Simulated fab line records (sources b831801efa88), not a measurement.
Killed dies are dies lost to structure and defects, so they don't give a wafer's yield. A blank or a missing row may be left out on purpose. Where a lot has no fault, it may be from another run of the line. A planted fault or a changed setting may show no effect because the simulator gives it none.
Which tool is to blame? / flow sky130 / at 1 step of a route of 708, 6 lots with 18 wafers sampled

== WHAT THE GAUGES SHOWED, per wafer ==
SKY_CONTACT_THK_MEAS_01.
lot=L457; measured=day 31 02:59; on=filmMetro-03; CONTACT_CVD_00_THK (nm)=75.0 75.5 76.4
lot=L462; measured=day 32 11:37; on=filmMetro-02; CONTACT_CVD_00_THK (nm)=75.8 74.5 75.3
lot=L468; measured=day 34 16:06; on=filmMetro-03; CONTACT_CVD_00_THK (nm)=76.1 75.7 76.2
lot=L472; measured=day 35 17:38; on=filmMetro-03; CONTACT_CVD_00_THK (nm)=74.6 75.3 77.3
lot=L476; measured=day 36 22:08; on=filmMetro-01; CONTACT_CVD_00_THK (nm)=74.3 75.2 74.7
lot=L478; measured=day 37 07:28; on=filmMetro-02; CONTACT_CVD_00_THK (nm)=73.1 74.1 74.4

== TOOL THAT RAN EACH LOT (tool first, then ch and the chambers of the sampled wafers, then the start) ==
The record shows no process step preceding these readings.

== THE ANSWER, worked out from the rows above alone ==
Rule: usual is defined by the lots themselves. The widest of any qualifying gaps counts: lots, ordered by their means at a reading, are off when they make up no more than a third of the lots, leave a main group of 4 or more, and stand apart from it by 3 or more times the standard deviation of that group's means. A main group whose means are all the same, to the digits that the tables above print for the reading, isn't used. Also off: a lot with no number at a reading for which 4 or more lots have one. Any other lot the step has rows for is counted as sound.
No lot is off on any of the readings shown, so nothing can be concluded from this.

== WHAT THE SIMULATOR HAD INSERTED ==
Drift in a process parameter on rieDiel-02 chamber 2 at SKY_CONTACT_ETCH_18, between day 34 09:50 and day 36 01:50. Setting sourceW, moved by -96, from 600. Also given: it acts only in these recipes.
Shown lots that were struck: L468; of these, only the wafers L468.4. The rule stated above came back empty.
